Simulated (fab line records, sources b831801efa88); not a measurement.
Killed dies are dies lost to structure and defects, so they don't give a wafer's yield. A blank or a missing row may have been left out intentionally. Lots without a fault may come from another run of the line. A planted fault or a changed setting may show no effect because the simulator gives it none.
Split-lot experiment	flow sky130	route with 708 steps; 5 lots, 23 wafers read

== THE SPLIT ITSELF ==
At SKY_METAL3_SPUTTER_01 (material TiN, target thk 20 nm, time 16.7 s), the setting time s was moved away from the recipe's 16.7 s on 5 of the 23 wafers read, by -12.3% to -4.1%. All remaining wafers had this setting at the recipe value.

The reading comes from the split's own step.

== THE READING ==
TiN_of_METAL3_SPUTTER_01.thk nm (the simulator's own value, which no gauge read), in nm, at SKY_METAL3_SPUTTER_01 (material TiN, target thk 20 nm, time 16.7 s). No usual value for it is given in the file. Here, 18 wafers ran the recipe; their average is 19.97 nm with a standard deviation of 0.3 nm.

wafer	tool, chamber at the split	time s as run, s	against the recipe	TiN_of_METAL3_SPUTTER_01.thk nm, nm	against lot-mates on the recipe
L074.2	pvd sputter-02, -	16.7	recipe	19.83	-
L074.3	pvd sputter-02, -	16.7	recipe	19.86	-
L074.4	pvd sputter-02, -	16.7	recipe	19.92	-
L075.1	pvd sputter-04, -	16.7	recipe	19.43	-
L075.2	pvd sputter-04, -	16.7	recipe	19.85	-
L075.3	pvd sputter-04, -	16.7	recipe	19.76	-
L075.5	pvd sputter-04, -	16.7	recipe	19.37	-
L075.6	pvd sputter-04, -	16.7	recipe	19.81	-
L080.1	pvd sputter-02, -	14.64	-12.3%	17.69	-2.73
L080.2	pvd sputter-02, -	14.64	-12.3%	17.9	-2.52
L080.3	pvd sputter-02, -	14.64	-12.3%	17.85	-2.57
L080.4	pvd sputter-02, -	16.7	recipe	20.44	-
L080.5	pvd sputter-02, -	16.7	recipe	20.4	-
L083.1	pvd sputter-02, -	16.7	recipe	20.19	-
L083.2	pvd sputter-02, -	16.7	recipe	20.28	-
L083.3	pvd sputter-02, -	16.7	recipe	20.3	-
L083.5	pvd sputter-02, -	16.7	recipe	20.12	-
L083.6	pvd sputter-02, -	16.7	recipe	20.15	-
L085.1	pvd sputter-02, -	16.7	recipe	19.95	-
L085.2	pvd sputter-02, -	16.02	-4.1%	19.16	-0.73
L085.3	pvd sputter-02, -	16.02	-4.1%	19.1	-0.79
L085.4	pvd sputter-02, -	16.7	recipe	19.61	-
L085.6	pvd sputter-02, -	16.7	recipe	20.12	-

THE FIT
A straight line over all 23 wafers: TiN_of_METAL3_SPUTTER_01.thk nm changes by +0.176 nm for each +1% of time s; r = +0.94; the points scatter about the line by 0.28 nm.
The same after taking each lot's own level away (the mean of its wafers on the recipe; 23 wafers): +0.21 nm for each +1%; r = +0.99; scatter 0.14 nm.
On that fit, the largest move of time s shifts the reading by 2.6 nm.
From 19.644 to 20.420 nm: that is the span of the lots' own levels, equal to 2.6 times the standard deviation above.
In other words, the slope is changed by the lot-to-lot level; the two fits disagree.
Check: with one of the wafers moved furthest among these (-12.3%) left out of the fit, the line predicts -2.52 nm for it against its lot-mates. Against them it came out at -2.73 nm.

== FURTHER SPLITS ON THESE WAFERS ==
These wafers also went through other splits before the reading. Each is held against what the fit with the lots' levels taken away leaves over:
other split on the same wafers	wafers away from the commonest value	r with TiN_of_METAL3_SPUTTER_01.thk nm (lot level and that fit taken away)
SKY_VIA2_ETCH_14 time s	7	-0.17
SKY_VIA2_SPUTTER_20 chamber pressure pa	10	-0.10

== THE FILE'S OWN FIT ==
TiN_of_METAL3_SPUTTER_01.thk nm changes by +0.209 nm for each +1% of time s, r = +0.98.
